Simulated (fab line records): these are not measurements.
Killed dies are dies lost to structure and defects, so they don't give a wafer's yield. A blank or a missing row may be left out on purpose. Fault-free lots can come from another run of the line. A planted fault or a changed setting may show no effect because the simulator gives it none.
Which of the tools did it? / flow gf180mcu / 18 wafers from 6 lots sampled at 2 of the route's 602 steps

WHAT THE GAUGES SHOWED, per wafer
GF_NWELL_OVL_MEAS_07.
lot=L609; measured=day 3 13:14; on=overlay-02; NWELL_OVL (nm)=2.1 1.0 2.4
lot=L611; measured=day 4 00:41; on=overlay-01; NWELL_OVL (nm)=1.4 0.7 0.2
lot=L613; measured=day 4 10:18; on=overlay-02; NWELL_OVL (nm)=-1.2 -1.8 0.3
lot=L621; measured=day 6 08:38; on=overlay-02; NWELL_OVL (nm)=73.6 72.0 70.4
lot=L624; measured=day 6 22:52; on=overlay-02; NWELL_OVL (nm)=-0.2 0.7 -1.4
lot=L627; measured=day 7 15:41; on=overlay-01; NWELL_OVL (nm)=0.1 0.9 1.3

EACH LOT AND THE TOOL THAT RAN IT (in order: tool; ch and the chambers of the sampled wafers; start)
lot=L609; GF_NWELL_EXPOSE_04=iline_stepper-02 ch 0, day 3 06:58
lot=L611; GF_NWELL_EXPOSE_04=iline_stepper-01 ch 0, day 3 18:00
lot=L613; GF_NWELL_EXPOSE_04=iline_stepper-02 ch 0, day 4 03:38
lot=L621; GF_NWELL_EXPOSE_04=iline_stepper-01 ch 0, day 6 01:11
lot=L624; GF_NWELL_EXPOSE_04=iline_stepper-02 ch 0, day 6 15:02
lot=L627; GF_NWELL_EXPOSE_04=iline_stepper-02 ch 0, day 7 08:13
- GF_NWELL_EXPOSE_04: exposes mask Nwell, target cd 860 nm.

THE ANSWER, worked out from the rows above alone
Rule: usual is defined by the lots themselves. Put in order of their means at a reading, lots are off if they are a third of the lots or fewer, leave a main group of 4 or more, and stand apart from it by a gap of 3 or more times the standard deviation of the main group's means; of several such gaps the widest counts. The tables above print the reading to a certain number of digits; a main group whose means all agree to those digits is not used. Also off: a lot with no number at a reading for which 4 or more lots have one. Where the step has rows for the other lots, those lots are counted as sound.
Off: L621, at GF_NWELL_OVL_MEAS_07 (NWELL_OVL). The main group: mean 0.4 nm, standard deviation 0.95.
A tool fits if, at a process step before that reading, it ran every lot that is off, and no sound lot after the first of them. Those tools and the gauges at GF_NWELL_OVL_MEAS_07 are tried in the same way. One candidate fits, namely iline_stepper-01 at GF_NWELL_EXPOSE_04. Its last sound lot is L611 (day 3 18:00), its first lot that is off L621 (day 6 01:11): a fault that began between those two fits.

WHAT THE SIMULATOR HAD PUT IN
Scanner matching overlay: iline_stepper-01, from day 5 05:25 on, at GF_NWELL_EXPOSE_04. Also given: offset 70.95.
Struck lots among those shown: L621. The rule above reached the same finding.
